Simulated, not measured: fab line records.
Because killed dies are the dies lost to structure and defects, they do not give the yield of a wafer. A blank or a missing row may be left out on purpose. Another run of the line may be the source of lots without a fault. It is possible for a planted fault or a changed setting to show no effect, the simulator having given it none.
Matching of chambers ; flow sky130 ; rie_diel-01 running SKY_VIA1_ETCH_15: 4 sister chambers
The step etches SiO2 in C4F8/O2/Ar, stops on TiN, target depth 351 nm, time 54 s. 8 wafers are shown with their chamber, then 10 later ones without.

WAFERS PAIRED WITH THEIR CHAMBERS
wafer;chamber;oes_product_au (a.u.)
L077.4;2;0.984
L087.3;2;0.977
L087.6;1;0.981
L089.1;3;0.971
L089.5;3;0.983
L089.6;0;0.980
L090.1;1;0.972
L090.2;0;0.978

WAFERS WITHOUT THEIR CHAMBER
wafer;oes_product_au (a.u.)
L090.6;0.984
L092.1;0.992
L092.3;0.980
L092.6;0.971
L093.1;0.981
L093.3;0.981
L093.4;0.974
L094.1;0.979
L094.2;0.983
L094.6;0.989

EACH ONE'S CHAMBER
wafer;from the rows above;in truth
L090.6;can't be placed: 2 or 0 or 3 or 1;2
L092.1;can't be placed: 2 or 0 or 3 or 1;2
L092.3;can't be placed: 2 or 0 or 3 or 1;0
L092.6;can't be placed: 1 or 3 or 0 or 2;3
L093.1;can't be placed: 2 or 0 or 3 or 1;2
L093.3;can't be placed: 2 or 0 or 3 or 1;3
L093.4;can't be placed: 1 or 3 or 0 or 2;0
L094.1;can't be placed: 0 or 2 or 3 or 1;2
L094.2;can't be placed: 2 or 0 or 3 or 1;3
L094.6;can't be placed: 2 or 0 or 3 or 1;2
Correct placement for 0 of the 10. From these rows, 10 cannot be placed; in 10 the true chamber is one of the candidates. Wrongly placed: 0.
How it was worked out, from the rows above alone: a wafer's distance from a chamber is the root of the sum, over the readings, of the square of ((its reading less the chamber's mean) divided by the reading's scatter). If the next closest chamber is less than 2 further off than the closest, the wafer can't be placed; otherwise it belongs to the closest. A chamber's mean is the mean of its shown wafers. The scatter: take each reading less its chamber's mean, square it, sum over the shown wafers, divide by the number of wafers less the number of chambers, and take the root.
